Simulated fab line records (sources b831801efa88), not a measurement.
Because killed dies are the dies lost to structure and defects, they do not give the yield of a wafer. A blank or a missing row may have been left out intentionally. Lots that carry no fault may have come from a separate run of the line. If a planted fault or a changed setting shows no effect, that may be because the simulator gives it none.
A struck lot beside a sound one | flow sky130 | 15 steps out of a route of 708
Sound: wafers L578.1, L578.2, L578.4. The struck wafers were L574.2, L574.4, L574.5. The cause comes at the end.
Per side, at each step with rows, come the tool, then ch with its chambers, and then its first start. Under that, the readings that differ: sound wafers | struck wafers | difference of the means | sigmas: that difference in standard deviations of wafers without a fault.
alike: a reading whose means differ by less than 2 such deviations, as well as words and numbers matching on both sides. not compared: withheld readings; readings where some wafer has no value; bounds like >300 that might hide an equal value; numbers whose values overlap and for which the record gives no deviation.
A row with sigmas, a row that says differs or no value, or rows on one side alone: a step with any of these is where the two part. When numbers do not overlap yet have no deviation, they are printed without sigmas and do not part them. A reading missing from all wafers of one side parts the sides only when that side holds two or more wafers.

SKY_PWDE_STRIP_09: strips in O2/N2.
  sound on plasmaAsher-01 ch 0,1, day 8 05:55; struck on plasmaAsher-03 ch 0,1, day 6 20:19
  alike: drypumpMotorCurrentA, oesProductAu, stripTimeToEndpointS
  not compared: rfHoursCounterH
SKY_PWDE_TW_MEAS_10:
  sound on filmMetro-01 at day 8 06:01; struck on filmMetro-01 at day 6 20:26
  alike: PWDE_TW
then, 7 steps without rows for these wafers: SKY_NWELL_DEHYDRATE_03 (time 60 s); SKY_NWELL_HMDS_04 (prime time 60 s); SKY_NWELL_COAT_05 (resist thk 3000 nm); SKY_NWELL_SOFTBAKE_06; SKY_NWELL_EXPOSE_07 (exposes mask NWM, target cd 840 nm); SKY_NWELL_PEB_08; SKY_NWELL_DEVELOP_09 (develop time 60 s).
SKY_NWELL_OVL_MEAS_10:
  sound on overlay-02 at day 9 02:37; struck on overlay-02 at day 7 15:41
  alike: NWELL_00_OVL
then, 2 steps without rows for these wafers: SKY_NWELL_IMPLANT_11; SKY_NWELL_IMPLANT_12.
SKY_NWELL_IMPLANT_13:
  sound on implanter-01 ch 0, day 9 02:57; struck on implanter-03 ch 0, day 7 16:02
reading          | sound                         | struck                      | difference | sigmas
doseIonsCm2      | 6.995e+11 7.008e+11 6.996e+11 | 6.44e+11 6.448e+11 6.44e+11 | -5.57e+10  | -63
faradayCurrentUA | 3.97 3.90 3.93                | 3.63 3.55 3.59              | -0.34      | -5
  alike: beamEnergyKeV, endStationPressureTorr
SKY_NWELL_STRIP_14: strips in O2/N2.
  sound on plasmaAsher-01 ch 0,1, day 9 03:06; struck on plasmaAsher-03 ch 0, day 7 16:10
  alike: drypumpMotorCurrentA, oesProductAu, stripTimeToEndpointS
  not compared: rfHoursCounterH
-- the record jumps here: 41 days lie between the struck wafers' starts before and after (it left off in module NWELL and takes up again in module PAD_OPEN, whose first step shown is number 708 of the route) --
SKY_PAD_OPEN_PROBE_99:
  sound on prober-01 at day 50 05:07; struck on prober-02 at day 48 19:43
reading                               | sound                   | struck                  | difference | sigmas
model.etest.pfet_16v.vtV (V)          | -1.119 -1.106 -1.098    | -1.136 -1.128 -1.134    | -0.025     | 
model.etest.pfetG5v0d10v5.vtLongV (V) | -0.9443 -0.9422 -0.9255 | -0.9574 -0.9496 -0.9536 | -0.0162    | 
model.etest.pfet_01v8_lvt.vtSatV (V)  | -0.4601 -0.4464 -0.443  | -0.4622 -0.4633 -0.4604 | -0.0121    | 
model.etest.pfet_01v8_lvt.vtV (V)     | -0.5488 -0.54 -0.5357   | -0.5546 -0.5544 -0.5526 | -0.0124    | 
model.etest.pfet_01v8_lvt.vtLongV (V) | -0.6682 -0.6683 -0.6588 | -0.6722 -0.6698 -0.6729 | -0.0065    | 
  alike: killed_at_M0_to_M3, killed_at_M4_up, killedAtContacts, killedAtFrontEnd, killedAtOther, killedDies, killedOnRim, killedOpen, killedShort

WHERE THEY PART
Only at SKY_NWELL_IMPLANT_13, within this record. Later steps at which nothing parts them and some readings are alike: SKY_NWELL_STRIP_14, SKY_PAD_OPEN_PROBE_99.

WHY: what had been put in by the simulator
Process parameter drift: implanter-03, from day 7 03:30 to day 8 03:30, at SKY_NWELL_IMPLANT_13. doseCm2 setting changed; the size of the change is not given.
